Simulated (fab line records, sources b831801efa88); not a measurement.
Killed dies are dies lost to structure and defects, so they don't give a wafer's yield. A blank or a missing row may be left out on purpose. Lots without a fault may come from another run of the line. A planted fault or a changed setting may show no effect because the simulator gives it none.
Tool commonality check | flow sky130 | 12 lots, 42 wafers sampled

WHY IT WAS OPENED
At SKY_LDD_HVN_TW_MEAS_10 the reading LDD_HVN_TW is flagged on 2 of 12 lots. Wafers without a fault read 1435, standard deviation 9.4.
Rule: a lot is flagged when every wafer of it that has a number lies more than 4 standard deviations from that mean, or none has a number. The other lots count as sound.

lot  | measured     | on            | LDD_HVN_TW, wafer by wafer    | flag
L269 | day 20 00:16 | film_metro-04 | 1445 1446 1440                |
L270 | day 20 11:47 | film_metro-03 | 1455 1439 1445                |
L271 | day 22 12:10 | film_metro-03 | 1443 1438 1434                |
L273 | day 22 13:11 | film_metro-02 | 1425 1420 1428                |
L274 | day 22 22:42 | film_metro-02 | 1416 1429 1427                |
L277 | day 23 01:14 | film_metro-03 | 1447 1436 1446                |
L279 | day 23 16:02 | film_metro-03 | 1433 1437 1439                |
L278 | day 23 23:20 | film_metro-02 | 2910 2909 2912 2908 2916 2896 | FLAGGED
L283 | day 25 00:07 | film_metro-02 | 2888 2908 2897 2888 2904 2886 | FLAGGED
L286 | day 26 04:53 | film_metro-02 | 1423 1418 1414                |
L290 | day 27 11:31 | film_metro-02 | 1417 1425 1424                |
L292 | day 28 06:11 | film_metro-04 | 1436 1436 1448                |
The numbers of the flagged lots are 2902 on average: +1467 against the usual, or +99 or more standard deviations.

WHICH TOOL RAN EACH LOT
The record holds 1 process step before the reading, out of a route of 708 steps. In each cell: the tool, then ch and the chambers that the sampled wafers went through, then the start.
lot  | flag    | SKY_LDD_HVN_IMPLANT_08
L269 |         | implanter-02 ch 0, day 20 00:03
L270 |         | implanter-02 ch 0, day 20 11:32
L271 |         | implanter-04 ch 0, day 22 11:55
L273 |         | implanter-02 ch 0, day 22 12:56
L274 |         | implanter-04 ch 0, day 22 22:29
L277 |         | implanter-02 ch 0, day 23 01:00
L279 |         | implanter-02 ch 0, day 23 15:47
L278 | FLAGGED | implanter-02 ch 0, day 23 23:05
L283 | FLAGGED | implanter-02 ch 0, day 24 23:52
L286 |         | implanter-03 ch 0, day 26 04:40
L290 |         | implanter-02 ch 0, day 27 11:16
L292 |         | implanter-04 ch 0, day 28 05:56
What these steps do:
- SKY_LDD_HVN_IMPLANT_08
- SKY_LDD_HVN_TW_MEAS_10

FLAGGED OVER TOTAL, TOOL BY TOOL (the gauges that took the reading come last)
step                   | tool          | lots run | flagged | share of the flagged lots | sound lots run after its first flagged lot
SKY_LDD_HVN_IMPLANT_08 | implanter-02  | 8        | 2       | all                       | 1 (L290)
SKY_LDD_HVN_IMPLANT_08 | implanter-03  | 1        | 0       | none                      | -
SKY_LDD_HVN_IMPLANT_08 | implanter-04  | 3        | 0       | none                      | -
SKY_LDD_HVN_TW_MEAS_10 | film_metro-02 | 6        | 2       | all                       | 2 (L286,L290)
SKY_LDD_HVN_TW_MEAS_10 | film_metro-03 | 4        | 0       | none                      | -
SKY_LDD_HVN_TW_MEAS_10 | film_metro-04 | 2        | 0       | none                      | -

WHAT THE TABLE ALLOWS
2 rows of the table ran every flagged lot: implanter-02 at SKY_LDD_HVN_IMPLANT_08, film_metro-02 at SKY_LDD_HVN_TW_MEAS_10.
- implanter-02 at SKY_LDD_HVN_IMPLANT_08: 2 of its 8 lots flagged. Sound lots ran on it after the first flagged one (L290), which a lasting fault on the whole tool wouldn't allow. Its own readings lie more than 4 standard deviations out on every wafer of the flagged lots: beam_on_s, dose_ions_cm2, faraday_current_uA.
- film_metro-02 at SKY_LDD_HVN_TW_MEAS_10: 2 of its 6 lots flagged. Sound lots ran on it after the first flagged one (L286, L290), which a lasting fault on the whole tool wouldn't allow.
No row of the table ran every flagged lot and no sound lot after the first.

WHAT THE SIMULATOR HAD PUT IN
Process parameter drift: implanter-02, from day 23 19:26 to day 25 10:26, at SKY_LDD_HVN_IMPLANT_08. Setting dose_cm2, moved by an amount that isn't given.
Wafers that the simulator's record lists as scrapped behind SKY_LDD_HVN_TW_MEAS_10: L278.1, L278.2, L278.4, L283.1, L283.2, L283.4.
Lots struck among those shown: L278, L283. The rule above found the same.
